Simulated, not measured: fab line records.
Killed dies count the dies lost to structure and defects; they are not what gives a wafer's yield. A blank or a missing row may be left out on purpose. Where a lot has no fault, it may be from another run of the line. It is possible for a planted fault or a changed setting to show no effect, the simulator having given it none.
Lot-split experiment -- flow gf180mcu -- 5 lots, 23 wafers read, on a route of 602 steps

ON THE SPLIT
At GF_M2_EXPOSE_11 (exposes mask Metal2, target cd 280 nm), the setting dose mj was moved away from the recipe's 28 on 8 of the 23 wafers read, by -2.2% to +2.4%. This setting was run at the recipe's value on the other wafers.

FROM THE SPLIT TO THE READING: what the file shows between them, 2 steps
- GF_M2_PEB_12: peb time 90 s
- GF_M2_DEVELOP_13: develop time 60 s

THE READING
At GF_M2_CD_MEAS_14: cd nm in nanometres, against a target cd of 280 nm. On this fab line, fault-free wafers typically give 279.5 nm with a standard deviation of 0.89 nm.

wafer,"tool, chamber at the split",dose mj as run,against the recipe,"cd nm, nm",against lot-mates on the recipe
L075.1,"krf scanner-02, 0",27.38,-2.2%,282.2,+3.0
L075.2,"krf scanner-02, 0",27.38,-2.2%,282.1,+2.9
L075.3,"krf scanner-02, 0",28,recipe,279.7,-
L075.5,"krf scanner-02, 0",28,recipe,278.8,-
L075.6,"krf scanner-02, 0",28,recipe,279.2,-
L077.1,"krf scanner-02, 0",28,recipe,279.6,-
L077.2,"krf scanner-02, 0",28,recipe,281.3,-
L077.5,"krf scanner-02, 0",28,recipe,280.5,-
L082.1,"krf scanner-02, 0",28,recipe,279.7,-
L082.2,"krf scanner-02, 0",28,recipe,279.8,-
L082.4,"krf scanner-02, 0",28,recipe,279.7,-
L082.5,"krf scanner-02, 0",28,recipe,279.9,-
L082.6,"krf scanner-02, 0",28,recipe,279.6,-
L083.1,"krf scanner-02, 0",28.68,+2.4%,275.8,-2.7
L083.2,"krf scanner-02, 0",28.68,+2.4%,276.8,-1.7
L083.3,"krf scanner-02, 0",28,recipe,278.9,-
L083.5,"krf scanner-02, 0",28,recipe,278.1,-
L083.6,"krf scanner-02, 0",28.68,+2.4%,275.2,-3.3
L084.1,"krf scanner-01, 0",27.46,-1.9%,283.4,+2.5
L084.3,"krf scanner-01, 0",27.46,-1.9%,283.8,+2.9
L084.4,"krf scanner-01, 0",28,recipe,280.8,-
L084.5,"krf scanner-01, 0",27.46,-1.9%,283.0,+2.1
L084.6,"krf scanner-01, 0",28,recipe,280.9,-

FIT RESULTS
A straight line over all 23 wafers: cd nm changes by -1.54 nm for each +1% of dose mj; r = -0.93; the points scatter about the line by 0.85 nm.
The same after taking each lot's own level away (the mean of its wafers on the recipe; 23 wafers): -1.19 nm for each +1%; r = -0.96; scatter 0.45 nm.
According to that fit, moving dose mj by its largest amount changes the reading by 2.9 nm.
Measured against the standard deviation above, the lots' own levels, which go from 278.50 to 280.85 nm, span 2.6 times it.
So the slope is not independent of the lot-to-lot level: the two fits are not the same.
Check: for one of the wafers moved furthest among these (+2.4%), held out of the fit, the line's prediction against its lot-mates is -2.82 nm. Against them it came out at -2.7 nm.

THE FILE'S OWN FIT
cd nm changes by -1.21 nm for each +1% of dose mj, r = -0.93.
